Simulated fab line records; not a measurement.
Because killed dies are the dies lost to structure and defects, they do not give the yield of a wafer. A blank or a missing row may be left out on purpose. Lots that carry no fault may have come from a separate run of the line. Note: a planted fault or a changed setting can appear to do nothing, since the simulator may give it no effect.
Comparing a struck lot with a sound one | flow sky130 | 18 out of 708 route steps
Sound: the wafers L864.1, L864.3, L864.6. Struck: wafer L869.1 (L869.2, L869.6, from the same lot, were not struck and are left out); the cause is given at the end.
Each step with rows lists, per side, the tool, then ch with its chambers, then its first start. Under that, the readings that differ: sound wafers | struck wafers | difference of the means | sigmas: that difference in standard deviations of wafers without a fault.
alike: readings with means less than 2 such deviations apart, plus words and numbers identical on both sides. not compared: withheld readings, readings lacking a value on some wafer, bounds such as >300 that could conceal the same value, and numbers that have no deviation in the record and whose values overlap.
Wherever a step has rows on one side only, a row that says differs or no value, or a row with sigmas, the two part there. Numbers that don't overlap but have no deviation are shown without sigmas and don't part them. A reading that every wafer of one side lacks parts them only if that side has two wafers or more.

first, 3 steps without rows for these wafers: SKY_VIA2_EXPOSE_09 (exposes mask VIM2, target cd 200 nm); SKY_VIA2_PEB_10; SKY_VIA2_DEVELOP_11 (develop time 60 s).
SKY_VIA2_CD_MEAS_12 targets a cd of 200 nm.
  struck on cd_sem-01, day 41 06:10; sound on cd_sem-02, day 39 12:40
  alike: cd_nm
SKY_VIA2_OVL_MEAS_13:
  struck on overlay-02, day 41 06:17; sound on overlay-02, day 39 12:47
  alike: VIA2_OVL
SKY_VIA2_ETCH_14: etches BARC in N2/H2, stops on SiO2, time 45.9 s, target depth 60 nm.
  sound on rie_diel-01 ch 0,2,3, day 39 12:49; struck on rie_diel-04 ch 3, day 41 06:19
  reading               | sound             | struck | difference | sigmas
  oes_product_au (a.u.) | 0.851 0.855 0.853 | 0.864  | +0.011     | +3
  alike: drypump_motor_current_A, throttle_valve_pct
  not compared: rf_hours_counter_h
SKY_VIA2_ETCH_15: etches SiO2 in C4F8/O2/Ar, stops on TiN, target depth 546 nm, time 84 s.
  sound on rie_diel-01 ch 0,2,3, day 39 12:52; struck on rie_diel-04 ch 3, day 41 06:22
  alike: oes_product_au
  not compared: rf_hours_counter_h
SKY_VIA2_STRIP_16: strips in O2/N2.
  sound on plasma_asher-04 ch 1, day 39 12:56; struck on plasma_asher-02 ch 0, day 41 06:26
  alike: drypump_motor_current_A, oes_product_au, strip_time_to_endpoint_s
  not compared: rf_hours_counter_h
then, 3 steps without rows for these wafers: SKY_VIA2_STRIP_17 (strips in post etch residue remover, time 1200 s); SKY_VIA2_CLEAN_18 (cleans in IPA, time 180 s); SKY_VIA2_CLEAN_19 (cleans in O3/DIW).
SKY_VIA2_SPUTTER_20: material TiN, target thk 20 nm, time 80 s.
  struck on pvd_sputter-03, day 41 07:05; sound on pvd_sputter-02, day 39 13:32
  reading                | sound          | struck | difference | sigmas
  throttle_valve_pct (%) | 29.1 28.0 30.2 | 31.5   | +2.4       | +3
SKY_VIA2_CVD_21: deposits W, target thk 420 nm, time 126.4 s.
  sound on cvd_w-02 ch 0,1, day 39 13:35; struck on cvd_w-01 ch 0, day 41 07:09
  reading                            | sound                | struck | difference | sigmas
  susceptor_temp_C (C)               | 400.05 400.40 400.08 | 407.97 | +7.79      | +41
  model.W_of_VIA2_CVD_21.thk_nm (nm) | 414.3 418.5 419.2    | 484.7  | +67.4      |
  alike: heater_power_outer_w, heater_power_w
SKY_VIA2_RS_MEAS_22: the measuring method here is four-point-probe.
  struck on film_metro-04, day 41 07:17; sound on film_metro-03, day 39 13:43
  reading            | sound                | struck | difference | sigmas
  VIA2_W_RS (ohm/sq) | 0.2764 0.2736 0.2733 | 0.2360 | -0.0384    | -17
SKY_VIA2_THK_MEAS_23: measures by xrf.
  struck on film_metro-04, day 41 07:24; sound on film_metro-03, day 39 13:50
  reading         | sound       | struck | difference | sigmas
  VIA2_W_THK (nm) | 402 403 409 | 489    | +84        | +10
SKY_VIA2_CMP_24: polishes, stops on SiO2, t overpolish 20 s, target thk 0 nm.
  sound on cmp-01 ch 0,1, day 39 13:57; struck on cmp-02 ch 0, day 41 07:31
  reading                | sound    | struck | difference | sigmas
  time_to_endpoint_s (s) | 89 93 94 | 125    | +33        | +7
  alike: motor_current_A
SKY_METAL3_SPUTTER_00: material Ti, target thk 15 nm, time 10 s.
  struck on pvd_sputter-01, day 41 07:46; sound on pvd_sputter-04, day 39 14:12
  alike: throttle_valve_pct
-- the record jumps here: 8 days lie between the struck wafers' starts before and after (it left off in module METAL3 and takes up again in module PAD_OPEN, whose first step shown is number 708 of the route) --
SKY_PAD_OPEN_PROBE_99:
  struck on prober-02, day 49 14:32; sound on prober-01, day 48 08:47
  alike: defect_limited_yield, killed_at_M0_to_M3, killed_at_M4_up, killed_at_contacts, killed_at_front_end, killed_dies, killed_open, killed_short, sort_bin_3_pad_short, sort_bin_5_function, sort_bin_6_memory, sort_n_pass, sort_yield_pct

== WHERE THEY PART ==
Last at SKY_VIA2_CMP_24 as far as this record goes, first at SKY_VIA2_ETCH_14. Later steps at which nothing parts them and some readings are alike: SKY_METAL3_SPUTTER_00, SKY_PAD_OPEN_PROBE_99.

WHY: what the simulator had put in
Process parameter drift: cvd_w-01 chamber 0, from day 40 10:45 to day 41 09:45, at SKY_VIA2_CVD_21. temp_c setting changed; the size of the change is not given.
